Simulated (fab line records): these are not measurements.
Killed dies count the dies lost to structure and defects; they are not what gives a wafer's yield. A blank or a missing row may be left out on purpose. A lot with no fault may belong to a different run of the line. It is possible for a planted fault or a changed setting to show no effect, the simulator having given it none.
Which of the tools did it? ; flow gf180mcu ; 33 wafers from 11 lots sampled at 3 of the route's 602 steps

WHAT EACH GAUGE READ, for each wafer
GF_M3_RS_MEAS_05: uses a four-point probe to measure.
lot;measured;on;M3_ALCU_RS (ohm/sq)
L248;day 20 04:53;film metro-01;0.0696 0.0697 0.0689
L250;day 20 19:19;film metro-02;0.0699 0.0698 0.0697
L251;day 21 12:49;film metro-02;0.0685 0.0689 0.0688
L254;day 22 16:17;film metro-03;0.0697 0.0700 0.0696
L255;day 22 23:23;film metro-01;0.0697 0.0701 0.0700
L260;day 24 17:55;film metro-03;0.0695 0.0926 0.0701 0.0696 0.0928 0.0701
L261;day 25 03:15;film metro-01;0.0711 0.0711 0.0940 0.0713 0.0708 0.0938
L262;day 25 08:03;film metro-01;0.0701 0.0694 0.0693
L263;day 25 21:22;film metro-03;0.0694 0.0700 0.0697
L270;day 27 17:31;film metro-03;0.0688 0.0687 0.0693
L271;day 28 00:31;film metro-02;0.0688 0.0689 0.0691

WHAT TOOL EACH LOT RAN ON (gives the tool, then ch and the chambers of the sampled wafers, and finally the start)
lot;GF_M3_SPUTTER_01;GF_M3_SPUTTER_02
L248;pvd sputter-02, day 20 04:44;pvd sputter-02, day 20 04:47
L250;pvd sputter-04, day 20 19:12;pvd sputter-04, day 20 19:14
L251;pvd sputter-01, day 21 12:41;pvd sputter-01, day 21 12:43
L254;pvd sputter-02, day 22 16:09;pvd sputter-02, day 22 16:11
L255;pvd sputter-02, day 22 23:16;pvd sputter-02, day 22 23:17
L260;pvd sputter-02, day 24 17:46;pvd sputter-02, day 24 17:47
L261;pvd sputter-02, day 25 03:08;pvd sputter-02, day 25 03:10
L262;pvd sputter-04, day 25 07:53;pvd sputter-04, day 25 07:55
L263;pvd sputter-01, day 25 21:14;pvd sputter-01, day 25 21:16
L270;pvd sputter-02, day 27 17:23;pvd sputter-02, day 27 17:25
L271;pvd sputter-02, day 28 00:20;pvd sputter-02, day 28 00:22
- GF_M3_SPUTTER_01: material TiN, target thk 30 nm, time 25 s.
- GF_M3_SPUTTER_02: material AlCu, target thk 450 nm, time 23.9 s.

THE ANSWER, worked out from the rows above alone
Rule: usual is defined by the lots themselves. Put in order of their means at a reading, lots are off if they are a third of the lots or fewer, leave a main group of 4 or more, and stand apart from it by a gap of 3 or more times the standard deviation of the main group's means; of several such gaps the widest counts. Not used: any main group whose means are identical at the precision the tables above print for the reading. Also off: a lot with no number at a reading for which 4 or more lots have one. Where the step has rows for the other lots, those lots are counted as sound.
Off: L260, L261, seen at GF_M3_RS_MEAS_05 (M3_ALCU_RS). The main group has a mean of 0.0694 ohm/sq with a standard deviation of 0.00042.
If a tool, at a process step before that reading, ran all the lots that are off and no sound lot after the first of them, it fits. Gauges at GF_M3_RS_MEAS_05: tried the same way as those tools. Not one of the candidates tried fits.

WHAT THE SIMULATOR HAD PUT IN
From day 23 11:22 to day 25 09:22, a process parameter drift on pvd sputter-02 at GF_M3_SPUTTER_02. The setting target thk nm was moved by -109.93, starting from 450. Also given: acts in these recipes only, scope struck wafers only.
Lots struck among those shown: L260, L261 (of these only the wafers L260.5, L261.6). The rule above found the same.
